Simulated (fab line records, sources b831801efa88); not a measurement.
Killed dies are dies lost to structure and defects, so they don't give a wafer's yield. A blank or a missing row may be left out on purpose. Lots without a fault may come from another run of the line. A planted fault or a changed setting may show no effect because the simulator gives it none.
Which tool did it? | flow sky130 | 11 lots, 32 wafers sampled, at 3 steps of a route of 708

WHAT THE GAUGES READ, wafer by wafer
SKY_VIA2_CD_MEAS_12: target cd 200 nm.
lot  | measured     | on        | cd_nm (nm)
L710 | day 38 00:01 | cd_sem-01 | 198.7 199.8 199.4
L714 | day 38 19:26 | cd_sem-02 | 202.0 203.8 202.8
L715 | day 38 22:06 | cd_sem-01 | 201.4 200.5 200.0
L719 | day 38 23:32 | cd_sem-02 | 200.6 200.8 200.6
L718 | day 38 23:52 | cd_sem-02 | 199.6 201.5 199.7
L717 | day 39 01:01 | cd_sem-02 | 201.3 199.1 200.8
L724 | day 44 04:47 | cd_sem-01 | 202.1 202.5 202.4
L725 | day 44 16:38 | cd_sem-01 | 200.6 166.2 201.4 200.6 165.8 201.3
L727 | day 44 21:16 | cd_sem-02 | 199.5 164.9 199.5 164.6
L730 | day 44 21:54 | cd_sem-01 | 199.0 199.1 199.4
L731 | day 44 23:47 | cd_sem-01 | 200.9 202.0 201.1

WHICH TOOL RAN EACH LOT (tool, then ch and the chambers of the sampled wafers, then the start)
lot  | SKY_METAL2_SPUTTER_04        | SKY_VIA2_EXPOSE_09
L710 | pvd_sputter-02, day 35 16:53 | krf_scanner-01 ch 0, day 37 10:06
L714 | pvd_sputter-02, day 36 12:14 | krf_scanner-01 ch 0, day 38 06:41
L715 | pvd_sputter-01, day 36 15:30 | krf_scanner-01 ch 0, day 38 09:22
L719 | pvd_sputter-01, day 36 16:27 | krf_scanner-01 ch 0, day 38 10:37
L718 | pvd_sputter-02, day 36 16:48 | krf_scanner-01 ch 0, day 38 10:54
L717 | pvd_sputter-04, day 36 17:05 | krf_scanner-02 ch 0, day 38 12:01
L724 | pvd_sputter-04, day 42 01:41 | krf_scanner-01 ch 0, day 43 17:37
L725 | pvd_sputter-02, day 42 13:56 | krf_scanner-01 ch 0, day 44 04:28
L727 | pvd_sputter-01, day 42 17:43 | krf_scanner-01 ch 0, day 44 09:29
L730 | pvd_sputter-04, day 42 18:25 | krf_scanner-02 ch 0, day 44 09:55
L731 | pvd_sputter-01, day 42 21:55 | krf_scanner-02 ch 0, day 44 12:23
- SKY_METAL2_SPUTTER_04: material TiN, target thk 70 nm, time 58.3 s.
- SKY_VIA2_EXPOSE_09: exposes mask VIM2, target cd 200 nm.

THE ANSWER, worked out from the rows above alone
Rule: what is usual is taken from the lots themselves. Put in order of their means at a reading, lots are off if they are a third of the lots or fewer, leave a main group of 4 or more, and stand apart from it by a gap of 3 or more times the standard deviation of the main group's means; of several such gaps the widest counts. A main group whose means are all the same, to the digits that the tables above print for the reading, isn't used. A lot without any number at a reading at which 4 lots or more have one is off too. The other lots that the step has rows for count as sound.
Off: L725, L727, at SKY_VIA2_CD_MEAS_12 (cd_nm). The main group: mean 200.8 nm, standard deviation 1.2.
A tool fits if, at a process step before that reading, it ran every lot that is off, and no sound lot after the first of them. The gauges at SKY_VIA2_CD_MEAS_12 are tried like those tools. One fits: krf_scanner-01 at SKY_VIA2_EXPOSE_09. Its last sound lot is L724 (day 43 17:37), its first lot that is off L725 (day 44 04:28): a fault that began between those two fits.

WHAT THE SIMULATOR HAD PUT IN
Process parameter drift: krf_scanner-01, from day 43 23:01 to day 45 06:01, at SKY_VIA2_EXPOSE_09. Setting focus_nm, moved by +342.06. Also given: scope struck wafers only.
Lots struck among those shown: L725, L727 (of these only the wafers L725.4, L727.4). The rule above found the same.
